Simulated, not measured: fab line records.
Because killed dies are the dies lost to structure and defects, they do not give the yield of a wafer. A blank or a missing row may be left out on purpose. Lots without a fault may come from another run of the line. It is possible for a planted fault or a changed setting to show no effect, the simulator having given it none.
One fault seen from 2 desks ; flow sky130 ; only its own numbers are on each desk; what lay behind them is given at the end

## FROM THE METROLOGY DESK
Lot by lot, what the gauges showed, no matter which tool ran the lot: averages of those sampled wafers that carry a number. Marked OUT: a lot whose mean sits more than 4 standard deviations from the usual mean, which makes it out of limits; the brackets give that distance.
Columns: A = GATE_OXIDE_OXIDATION_00_THK at SKY_GATE_OXIDE_THK_MEAS_02, usual 10.27 nm; B = POLY_GATE_OXIDATION_THK at SKY_POLY_GATE_THK_MEAS_21, usual 4.00 nm; C = LDD_N_OVL at SKY_LDD_N_OVL_MEAS_07, usual -0.7 nm
lot;first seen here;A;B;C
L955;day 14 08:50;9.98;3.95;-2.3
L959;day 15 23:47;10.33;3.88;2.0
L960;day 16 05:12;10.19;4.00;-0.7
L961;day 16 10:31;10.27;4.05;2.6
L963;day 17 02:46;10.57;3.82;-1.9
L965;day 17 15:08;10.23;3.93;-0.3
L966;day 17 21:34;10.12;4.12;-1.4
L969;day 18 21:55;10.32;4.06;-1.7
L971;day 19 17:20;10.21;4.08;-1.5
L972;day 20 02:41;10.36;3.95;-0.6
L973;day 20 08:29;10.36;4.05;-1.2
L974;day 20 17:49;10.49;3.88;0.7
This desk found nothing out of limits on any of the 12 lots.

## FOR THE TOOL OWNER'S DESK: rieDiel-03
The tool's own readings at SKY_POLY_CUT_ETCH_10 (etches BARC in N2/H2, stops on SiO2, time 45.9 s, target depth 60 nm): means of the sampled wafers that have a number, for each lot that ran on this tool. Marked OUT: a lot whose mean sits more than 4 standard deviations from the usual mean, which makes it out of limits; the brackets give that distance.
Columns: A = biasW at SKY_POLY_CUT_ETCH_10, usual 100.01 W; B = drypumpMotorCurrentA at SKY_POLY_CUT_ETCH_10, usual 6.0 A; C = oesProductAu at SKY_POLY_CUT_ETCH_10, usual 0.855 a.u.; D = throttleValvePct at SKY_POLY_CUT_ETCH_10, usual 13.224 %
lot;first seen here;A;B;C;D
L955;day 25 22:10;100.09;5.9;0.849;13.229
L959;day 27 13:39;99.77;5.9;0.852;13.230
L961;day 28 06:01;99.90;6.2;0.856;13.219
L971;day 31 05:45;100.09;6.2;0.854;13.211
L974;day 32 02:06;99.70;5.9;0.854;13.216
This desk found nothing out of limits on any of the 5 lots.

## BROUGHT TOGETHER
From the metrology desk's view, nothing was out of limits.
The tool owner's desk saw nothing out of limits.

## WHAT THE SIMULATOR HAD INSERTED
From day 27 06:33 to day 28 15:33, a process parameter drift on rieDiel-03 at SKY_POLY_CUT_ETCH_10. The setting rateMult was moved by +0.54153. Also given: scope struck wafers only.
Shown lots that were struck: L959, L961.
